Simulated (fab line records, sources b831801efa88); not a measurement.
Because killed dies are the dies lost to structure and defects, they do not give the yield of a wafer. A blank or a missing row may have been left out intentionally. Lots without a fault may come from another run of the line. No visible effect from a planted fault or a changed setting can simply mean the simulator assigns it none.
Split-lot study -- flow sfq_line -- on a route of 325 steps: 5 lots, 15 wafers read

== THE SPLIT ==
At SFQ_TRILAYER_JJ_CE_LITHO_COAT_119 (resist thk 62 nm), the setting spin_rpm was moved away from the recipe's 3000 rpm on 7 of the 15 wafers read, by -4.6% to +6.6%. All remaining wafers had this setting at the recipe value.

== FROM THE SPLIT TO THE READING: what the file shows between them, 3 steps ==
- SFQ_TRILAYER_JJ_CE_LITHO_PEB_117: peb time 60 s (also split here: peb_temp_c)
- SFQ_TRILAYER_JJ_CE_LITHO_DEVELOP_116: time 60 s
- SFQ_TRILAYER_JJ_CE_METRO_MEASURE_117

== THE READING ==
etch.depth_nm (the simulator's own value, which no gauge read), in nm, at SFQ_TRILAYER_JJ_CE_BARC_OPEN_RIE_150 (chemistry O2, target BARC, target depth 240 nm, time 80 s). There is no usual value for it anywhere in the file. The 8 wafers here that ran the recipe average 61.82 nm, standard deviation 0.13 nm.

wafer,"tool, chamber at the split","spin_rpm as run, rpm",against the recipe,"etch.depth_nm, nm",against lot-mates on the recipe
L076.1,"litho_track-03, 0",3198,+6.6%,59.96,-1.76
L076.2,"litho_track-03, 0",3000,recipe,61.73,-
L076.3,"litho_track-03, 0",3198,+6.6%,59.78,-1.94
L076.5,"litho_track-03, 0",3000,recipe,61.67,-
L076.6,"litho_track-03, 0",3000,recipe,61.77,-
L081.2,"litho_track-04, 0",3000,recipe,61.74,-
L081.3,"litho_track-04, 0",3000,recipe,61.9,-
L081.6,"litho_track-04, 0",3000,recipe,61.77,-
L082.2,"litho_track-03, 0",3000,recipe,61.85,-
L082.3,"litho_track-03, 0",2862,-4.6%,63.25,+1.40
L083.1,"litho_track-04, 0",3079,+2.6%,61.27,no lot-mate on the recipe
L083.3,"litho_track-04, 0",3079,+2.6%,61.21,no lot-mate on the recipe
L084.2,"litho_track-03, 0",3143,+4.8%,60.73,-1.39
L084.3,"litho_track-03, 0",3143,+4.8%,60.68,-1.44
L084.6,"litho_track-03, 0",3000,recipe,62.12,-

FIT RESULTS
A straight line over all 15 wafers: etch.depth_nm changes by -0.281 nm for each +1% of spin_rpm; r = -0.99; the points scatter about the line by 0.16 nm.
The same after taking each lot's own level away (the mean of its wafers on the recipe; 13 wafers): -0.29 nm for each +1%; r = -1.00; scatter 0.067 nm.
The reading moves by 1.9 nm for the largest change in spin_rpm, on that fit.
From 61.723 to 62.120 nm: that is the span of the lots' own levels, equal to 3.0 times the standard deviation above.
The two slopes are in agreement: the lot-to-lot level therefore moves the slope only a little.
Check: with one of the wafers moved furthest among these (+6.6%) left out of the fit, the line predicts -1.96 nm for it against its lot-mates. It came out at -1.76 nm against them.

== OTHER SPLITS ON THESE WAFERS ==
Note: prior to the reading, these wafers also went through further splits. Each is held against what the fit with the lots' levels taken away leaves over:
other split on the same wafers,wafers away from the commonest value,r with etch.depth_nm (lot level and that fit taken away)
SFQ_TRILAYER_I4_VIA_BARC_OPEN_VIA_ETCH_146 time_s,5,-0.09
SFQ_TRILAYER_JJ_TRILAYER_DEP_SPUTTER_110 time_s,7,-0.15
SFQ_TRILAYER_JJ_CE_LITHO_PEB_117 peb_temp_c,2,-0.04

== THE WHOLE CHAIN: every reading that the file lists as answering this split, in the file's order ==
step,what it does,reading,change (the file's fit),r (the file's)
SFQ_TRILAYER_JJ_CE_LITHO_COAT_119,resist thk 62 nm,"BARC_of_TRILAYER_JJ_CE_LITHO_COAT_119.thk_nm (the simulator's own value, which no gauge read)",-0.29 nm for each +1% of the setting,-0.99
SFQ_TRILAYER_JJ_CE_BARC_OPEN_RIE_150,"chemistry O2, target BARC, target depth 240 nm, time 80 s","etch.depth_nm (the simulator's own value, which no gauge read)",-0.287 nm for each +1% of the setting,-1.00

== FILE'S OWN FIT ==
etch.depth_nm changes by -0.287 nm for each +1% of spin_rpm, r = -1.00.
